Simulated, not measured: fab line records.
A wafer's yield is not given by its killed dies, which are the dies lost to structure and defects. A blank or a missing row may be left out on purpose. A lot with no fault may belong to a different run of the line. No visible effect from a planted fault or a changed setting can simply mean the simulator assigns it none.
2 desks looking at one fault + flow gf180mcu + only its own numbers are on each desk; what lay behind them is given at the end

== THE METROLOGY DESK ==
Means of the sampled wafers that have a number, per lot and without regard to the tool the lot ran on: this is what the gauges read. Marked OUT: a lot whose mean sits more than 4 standard deviations from the usual mean, which makes it out of limits; the brackets give that distance.
Columns: A = DUAL_GATE_OVL at GF_DUAL_GATE_OVL_MEAS_11, usual 0.4 nm; B = POLY_GATE_CVD_00_THK at GF_POLY_GATE_THK_MEAS_01, usual 199.2 nm; C = cd_nm at GF_POLY_GATE_CD_MEAS_10, usual 280.3 nm; D = POLY_GATE_OVL at GF_POLY_GATE_OVL_MEAS_11, usual 2 nm
| lot  | first seen here | A    | B     | C     | D  |
|------|-----------------|------|-------|-------|----|
| L513 | day 8 21:59     | 2.4  | 195.6 | 280.8 | -4 |
| L517 | day 9 19:12     | 0.4  | 201.3 | 281.2 | -2 |
| L523 | day 11 08:27    | 1.8  | 200.4 | 282.1 | -1 |
| L524 | day 11 12:50    | -1.1 | 199.5 | 279.6 | 8  |
| L526 | day 12 04:14    | -0.5 | 199.6 | 279.9 | 8  |
| L528 | day 12 18:14    | 1.8  | 198.5 | 279.3 | 4  |
| L533 | day 14 07:47    | 0.1  | 197.2 | 279.7 | -1 |
This desk's finding: nothing out of limits on any of the 7 lots.

== DESK OF THE TOOL OWNER: litho_track-02 ==
The tool's own readings at GF_POLY_GATE_SOFTBAKE_06 (time 60 s): means of the sampled wafers that have a number, for each lot that ran on this tool. Marked OUT: a lot whose mean sits more than 4 standard deviations from the usual mean, which makes it out of limits; the brackets give that distance.
Columns: A = run_length_s at GF_POLY_GATE_SOFTBAKE_06, usual 89.13 s
| lot  | first seen here | A               |
|------|-----------------|-----------------|
| L513 | day 9 10:00     | 88.87           |
| L524 | day 12 01:00    | 99.48 (+41) OUT |
| L526 | day 12 17:00    | 95.99 (+27) OUT |
| L528 | day 13 08:00    | 99.54 (+42) OUT |
This desk finds L524, L526, L528 out of limits, L524 being first, at day 12 01:00 (run_length_s at GF_POLY_GATE_SOFTBAKE_06). In limits: L513.

== BROUGHT TOGETHER ==
The tool owner's desk had the chance to raise an alarm at day 12 01:00 on L524, L526, L528.
At the metrology desk, nothing out of limits was observed.
The metrology desk holds a record of L524, L526, L528, inside its limits.
The lots listed all ran GF_POLY_GATE_SOFTBAKE_06 on litho_track-02.

== WHAT THE SIMULATOR HAD INSERTED ==
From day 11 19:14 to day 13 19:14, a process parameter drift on litho_track-02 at GF_POLY_GATE_SOFTBAKE_06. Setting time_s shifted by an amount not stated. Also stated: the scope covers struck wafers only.
Shown lots that were struck: L524, L526, L528.
Time in hours from fault onset to the first out-of-limits reading at each desk: the tool owner's desk, 6.
